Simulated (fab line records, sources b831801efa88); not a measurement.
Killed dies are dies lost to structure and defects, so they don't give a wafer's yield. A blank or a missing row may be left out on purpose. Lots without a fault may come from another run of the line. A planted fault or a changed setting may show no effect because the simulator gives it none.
fab line records | flow sky130
record lots=12 wafers=34 last_day=50
route steps=708 shown POLY_GATE@230 LDD_P@257 PAD_OPEN@708
lots that met no fault: from a run of the same line without faults
start_h: hours from the record's first day to the start of the lot's first wafer shown | wait_h: hours since the lot's step before | " the same as in the row above | L1.1+2: a row that stands for several wafers | - no value, or no start given | * or withheld: withheld | < > ~ a bound
route shown NAME@n: a module of which the file shows steps, and the number in the route of the first | usual: mean/standard deviation of fault-free wafers | same: alike in all rows | chamber/n: place in a boat | sites: the reading at each site | _std_site: their standard deviation | _edge_site: outer sites' mean less inner sites' | radius_mm: how far each site lies from the wafer's centre | mask NAME#n: copy n | behind: the tool/chamber that last shaped the wafer | hold: why the lot was held/for how many hours/how that ended | device: the transistor (n, p or np) that didn't switch | end of line: the same wafers' tests at the end of the route | a step without rows: its recipe alone | killed: dies lost to structure and defects at the first sort, not the wafer's yield | map: a wafer's dies, x killed, . not, _ none there
set.NAME: the setting as run; set.NAME@STEP: as run at that earlier step | model.NAME: the simulator's own value behind a step, which no gauge read
steps of the route over a sample of lots; a table a step, a row a wafer
services: from which hour (start_h, from the record's first day; less than 0 if before it) a tool's chamber was out of use, for how many hours, and why
## steps
# step SKY_POLY_GATE_ETCH_16
# recipe stop_on=poly-Si chemistry=CH3F/O2 target=Si3N4 source_w=400 bias_w=80 pressure_mtorr=25 ch3f_flow_sccm=40 O2_flow_sccm=30 time_s=147.5 target_depth_a=750
# usual drypump_motor_current_A=5.6/0.38 oes_product_au=0.641/0.0051 throttle_valve_pct=10.535/0.0086
# columns lot.wafer tool chamber start_h wait_h drypump_motor_current_A oes_product_au rf_hours_counter_h throttle_valve_pct
L539.1 rie_diel-04 0 402.44 0.0 5.2 0.640 5 10.534
L539.3 " 2 " " 5.9 0.642 11 10.546
L539.6 " 3 " " 5.5 0.629 - 10.536
L541.1 rie_diel-04 1 427.49 0.0 5.7 0.635 87 10.534
L541.4 " 0 " " 5.2 0.644 6 10.532
L541.5 " 2 " " 5.9 0.642 - 10.531
L544.1 rie_diel-04 0 441.09 0.0 5.2 0.641 6 10.540
L544.4 " 1 " " 5.7 0.642 87 10.535
L544.5 " 1 " " 5.7 0.645 - 10.543
L543.1 rie_diel-01 0 450.38 0.0 6.7 0.635 5 10.519
L543.4 " 1 " " 5.3 0.636 - 10.537
L543.5 " 0 " " 6.7 0.628 - 10.540
L546.1 rie_diel-04 0 464.88 0.0 5.2 0.651 7 10.538
L546.3 " 2 " " 5.9 0.643 12 10.527
L546.6 " 0 " " 5.2 0.641 - 10.545
L548.3 rie_diel-04 2 477.44 0.0 5.9 0.649 12 10.538
L548.5 " 0 " " 5.2 0.644 - 10.534
L548.6 " 1 " " 5.7 0.631 - 10.537
L554.3 rie_diel-04 3 510.79 0.0 5.5 0.644 76 10.540
L554.6 " 3 " " 5.5 0.641 - 10.528
L553.3 rie_diel-01 2 512.48 0.0 5.6 0.637 0 10.529
L553.4 " 1 " " 5.3 0.645 - 10.529
L558.1 rie_diel-03 1 538.08 0.0 6.2 0.647 52 10.524
L558.4 " 2 " " 4.8 0.643 8 10.547
L558.5 " 2 " " 4.8 0.641 - 10.531
L559.2 rie_diel-03 3 546.29 0.0 5.6 0.642 17 10.544
L559.4 " 1 " " 6.2 0.642 52 10.521
L559.5 " 2 " " 4.8 0.637 - 10.535
L561.1 rie_diel-04 0 565.18 0.0 5.2 0.638 10 10.535
L561.2 " 2 " " 5.9 0.637 14 10.530
L561.6 " 0 " " 5.2 0.640 - 10.551
L562.1 rie_diel-04 1 570.09 0.0 5.7 0.644 1 10.527
L562.2 " 2 " " 5.9 0.646 14 10.534
L562.6 " 2 " " 5.9 0.647 - 10.539
# step SKY_POLY_GATE_THK_MEAS_21
# recipe reads=SiO2_of_POLY_GATE_OXIDATION_20
# usual POLY_GATE_OXIDATION_THK=4.01/0.075
# columns lot.wafer tool chamber start_h wait_h POLY_GATE_OXIDATION_THK[nm]
L539.1 film_metro-02 - 409.55 0.0 3.95
L539.3 " - " " 4.00
L539.6 " - " " 4.02
L541.1 film_metro-02 - 434.92 0.0 3.96
L541.4 " - " " 4.01
L541.5 " - " " 4.00
L544.1 film_metro-01 - 444.02 0.0 4.12
L544.4 " - " " 4.11
L544.5 " - " " 4.04
L543.1 film_metro-01 - 452.09 0.0 3.99
L543.4 " - " " 4.00
L543.5 " - " " 4.07
L546.1 film_metro-02 - 467.04 0.0 4.04
L546.3 " - " " 4.06
L546.6 " - " " 3.99
L548.3 film_metro-03 - 479.08 0.0 3.99
L548.5 " - " " 4.00
L548.6 " - " " 3.97
L554.3 film_metro-01 - 512.37 0.0 4.05
L554.6 " - " " 4.01
L553.3 film_metro-02 - 514.06 0.0 3.94
L553.4 " - " " 3.97
L558.1 film_metro-02 - 540.88 0.0 4.02
L558.4 " - " " 3.89
L558.5 " - " " 3.89
L559.2 film_metro-01 - 547.86 0.0 4.05
L559.4 " - " " 4.07
L559.5 " - " " 3.98
L561.1 film_metro-03 - 566.74 0.0 4.00
L561.2 " - " " 4.09
L561.6 " - " " 4.00
L562.1 film_metro-02 - 571.64 0.0 4.10
L562.2 " - " " 4.00
L562.6 " - " " 4.02
# step SKY_POLY_GATE_CD_MEAS_22
# usual cd_nm=149.7/2
# columns lot.wafer tool chamber start_h wait_h cd_nm
L539.1 cd_sem-01 - 409.61 0.1 152.7
L539.3 " - " " 150.2
L539.6 " - " " 152.9
L541.1 cd_sem-01 - 434.98 0.1 145.8
L541.4 " - " " 151.6
L541.5 " - " " 148.0
L544.1 cd_sem-02 - 444.08 0.1 151.0
L544.4 " - " " 149.5
L544.5 " - " " 150.5
L543.1 cd_sem-01 - 452.15 0.1 150.6
L543.4 " - " " 151.9
L543.5 " - " " 153.9
L546.1 cd_sem-02 - 467.10 0.1 151.3
L546.3 " - " " 149.0
L546.6 " - " " 150.1
L548.3 cd_sem-02 - 479.17 0.1 147.5
L548.5 " - " " 148.6
L548.6 " - " " 149.4
L554.3 cd_sem-02 - 512.47 0.1 149.7
L554.6 " - " " 150.6
L553.3 cd_sem-01 - 514.18 0.1 153.5
L553.4 " - " " 156.3
L558.1 cd_sem-02 - 540.94 0.1 149.3
L558.4 " - " " 149.8
L558.5 " - " " 150.2
L559.2 cd_sem-02 - 547.93 0.1 150.5
L559.4 " - " " 149.3
L559.5 " - " " 151.2
L561.1 cd_sem-02 - 566.80 0.1 148.7
L561.2 " - " " 147.6
L561.6 " - " " 148.1
L562.1 cd_sem-02 - 571.70 0.1 149.7
L562.2 " - " " 145.9
L562.6 " - " " 145.6
# step SKY_LDD_P_COAT_02
# recipe resist=NOVOLAK spin_rpm=3000 resist_thk_nm=1140
# columns lot.wafer tool chamber start_h wait_h
L539.1+3+6 litho_track-03 0 452.69 0.1
L541.1+4+5 litho_track-04 0 481.94 0.1
L544.1+4+5 litho_track-04 0 490.09 0.1
L543.1+4+5 litho_track-04 0 500.09 0.1
L546.1+3+6 litho_track-03 0 514.04 0.1
L548.3+5+6 litho_track-01 0 524.70 0.1
L554.3+6 litho_track-03 0 559.19 0.1
L553.3+4 litho_track-03 0 560.44 0.1
L558.1+4+5 litho_track-01 0 586.65 0.1
L559.2+4+5 litho_track-04 0 592.77 0.1
L561.1+2+6 litho_track-04 0 611.19 0.1
L562.1+2+6 litho_track-01 0 616.30 0.1
# step SKY_LDD_P_CD_MEAS_07
# recipe target_cd_nm=380
# usual cd_nm=380.3/2.1
# columns lot.wafer tool chamber start_h wait_h cd_nm
L539.1 cd_sem-01 - 468.74 0.1 380.4
L539.3 " - " " 377.2
L539.6 " - " " 378.0
L541.1 cd_sem-01 - 498.19 0.1 380.3
L541.4 " - " " 376.9
L541.5 " - " " 379.3
L544.1 cd_sem-01 - 505.30 0.1 379.5
L544.4 " - " " 382.2
L544.5 " - " " 381.5
L543.1 cd_sem-02 - 515.19 0.1 383.1
L543.4 " - " " 381.9
L543.5 " - " " 381.5
L546.1 cd_sem-02 - 529.54 0.1 381.5
L546.3 " - " " 382.2
L546.6 " - " " 382.6
L548.3 cd_sem-02 - 539.69 0.1 380.2
L548.5 " - " " 381.1
L548.6 " - " " 381.0
L554.3 cd_sem-01 - 574.09 0.1 373.3
L554.6 " - " " 377.4
L553.3 cd_sem-02 - 575.08 0.1 370.3
L553.4 " - " " 369.3
L558.1 cd_sem-02 - 601.69 0.1 379.0
L558.4 " - " " 381.5
L558.5 " - " " 378.2
L559.2 cd_sem-01 - 607.46 0.1 374.8
L559.4 " - " " 376.6
L559.5 " - " " 376.8
L561.1 cd_sem-02 - 626.32 0.2 382.9
L561.2 " - " " 382.1
L561.6 " - " " 382.6
L562.1 cd_sem-02 - 631.17 0.2 380.3
L562.2 " - " " 383.6
L562.6 " - " " 383.1
# step SKY_LDD_P_STRIP_10
# recipe chemistry=O2/N2 power_w=1400 pressure_mtorr=1500 platen_temp_c=withheld o2_flow_sccm=3000 n2_flow_sccm=300 overash_fraction=0.5
# usual drypump_motor_current_A=5.7/0.5 oes_product_au=0.715/0.0048 strip_time_to_endpoint_s=14.16/0.044
# columns lot.wafer tool chamber start_h wait_h drypump_motor_current_A oes_product_au rf_hours_counter_h strip_time_to_endpoint_s
L539.1 plasma_asher-03 1 469.05 0.1 5.6 0.718 66 14.18
L539.3 " 1 " " 5.6 0.720 - 14.16
L539.6 " 0 " " 6.2 0.716 - 14.11
L541.1 plasma_asher-02 0 498.50 0.1 4.7 0.711 36 14.15
L541.4 " 0 " " 4.7 0.710 - 14.14
L541.5 " 0 " " 4.8 0.708 - 14.09
L544.1 plasma_asher-02 0 505.61 0.1 4.7 0.710 37 14.16
L544.4 " 1 " " 5.9 0.714 - 14.16
L544.5 " 1 " " 5.9 0.720 - 14.16
L543.1 plasma_asher-03 0 515.50 0.1 6.2 0.713 71 14.18
L543.4 " 0 " " 6.2 0.716 - 14.19
L543.5 " 1 " " 5.6 0.717 - 14.19
L546.1 plasma_asher-03 0 529.85 0.1 6.2 0.721 73 14.13
L546.3 " 0 " " 6.1 0.716 - 14.12
L546.6 " 1 " " 5.6 0.712 - 14.14
L548.3 plasma_asher-02 1 539.99 0.1 5.8 0.711 - 14.14
L548.5 " 0 " " 4.7 0.713 - 14.18
L548.6 " 1 " " 5.9 0.717 - 14.21
L554.3 plasma_asher-01 1 574.39 0.1 6.2 0.715 - 14.92
L554.6 " 0 " " 5.3 0.714 - 14.06
L553.3 plasma_asher-01 1 575.38 0.1 6.2 0.714 - 14.94
L553.4 " 0 " " 5.2 0.711 - 14.93
L558.1 plasma_asher-02 1 602.00 0.1 5.8 0.709 46 14.17
L558.4 " 1 " " 5.9 0.715 - 14.17
L558.5 " 0 " " 4.7 0.721 - 14.21
L559.2 plasma_asher-03 0 607.78 0.1 6.1 0.727 81 14.30
L559.4 " 1 " " 5.6 0.716 - 14.26
L559.5 " 0 " " 6.1 0.709 - 14.27
L561.1 plasma_asher-03 0 626.63 0.1 6.2 0.714 83 14.17
L561.2 " 1 " " 5.6 0.711 83 14.19
L561.6 " 1 " " 5.6 0.714 - 14.15
L562.1 plasma_asher-03 0 631.48 0.1 6.2 0.714 83 14.15
L562.2 " 1 " " 5.6 0.714 83 14.18
L562.6 " 0 " " 6.1 0.719 - 14.15
# step SKY_PAD_OPEN_PROBE_99
# usual killed_at_M0_to_M3=44/6.9 killed_at_M4_up=3.3/1.7 killed_at_contacts=24/5.5 killed_at_front_end=16/4.5 killed_at_other=0.2/0.46 killed_dies=87/9.1 killed_open=48/7.3 killed_short=39/6.2
# same gross_dies=492 killed_at_back_side=0
# columns lot.wafer tool chamber start_h wait_h killed_at_M0_to_M3 killed_at_M4_up killed_at_contacts killed_at_front_end killed_at_other killed_dies killed_open killed_short
L559.4 prober-01 - 1186.52 0.2 43 4 23 10 0 80 46 33
# killed by level:class
L559.4 VIA1:geometric_particle:open=11 VIA2:geometric_particle:open=11 METAL1:geometric_particle:short=8 LI_CONTACT:geometric_particle:open=7 CONTACT:geometric_particle:open=7 CONTACT:geometric_particle:short=5 METAL2:geometric_particle:short=4 POLY_GATE:geometric_particle:open=3
## services
# columns tool chamber start_h hours kind
rie_diel-03 - 395.03 2.2 repair
rie_diel-01 - 418.80 2.8 pm
plasma_asher-01 - 421.25 9.0 pm
rie_diel-01 3 425.91 29.9 repair
rie_diel-03 2 430.21 17.8 repair
rie_diel-01 0 462.46 4.5 repair
rie_diel-04 2 470.51 3.9 repair
plasma_asher-01 - 477.49 2.8 pm
rie_diel-01 0 483.90 52.3 repair
rie_diel-01 - 500.60 0.4 repair
plasma_asher-01 - 510.01 28.1 pm
plasma_asher-02 - 512.90 14.6 pm
rie_diel-03 - 535.25 0.5 repair
rie_diel-03 2 562.06 4.7 repair
plasma_asher-02 - 572.46 1.9 repair
rie_diel-01 0 572.75 3.6 repair
rie_diel-04 1 579.50 9.0 repair
plasma_asher-03 - 598.28 5.3 repair
rie_diel-04 1 602.55 20.4 repair
rie_diel-01 1 603.21 13.7 repair
rie_diel-03 1 603.36 6.3 repair
rie_diel-01 - 607.12 15.6 pm
plasma_asher-02 - 608.76 2.2 repair
rie_diel-04 - 623.92 14.6 pm
## key
first_sign step=SKY_LDD_P_CD_MEAS_07 reading=cd_nm direction=down sigmas=4.5 usual=380.3 struck=371.0
effect step=SKY_LDD_P_STRIP_10 reading=strip_time_to_endpoint_s direction=up sigmas=17 usual=* struck=*
met_at SKY_LDD_P_COAT_02
struck_lots L553,L554
struck_wafers L553.3,L553.4,L554.3
tester_left_out L553,L554
not_acting_at SKY_POLY_GATE_ETCH_16,SKY_POLY_GATE_THK_MEAS_21,SKY_POLY_GATE_CD_MEAS_22
onset_between 514.04 559.19
fault kind=process_parameter_drift tool=litho_track-03 chamber=- onset_h=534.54 steps=SKY_LDD_P_COAT_02 channel=resist_thk_nm offset=76.369 shape=step end_h=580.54 scope=struck_wafers_only acts_in=these_recipes_only stated=1140
# tester_left_out: of these lots the tester's yield and bins aren't shown, on N5 and GAA mostly nor the transistor test; their killed dies are dies lost to structure and defects alone, not to doping, threshold or leakage, so they don't give the yield
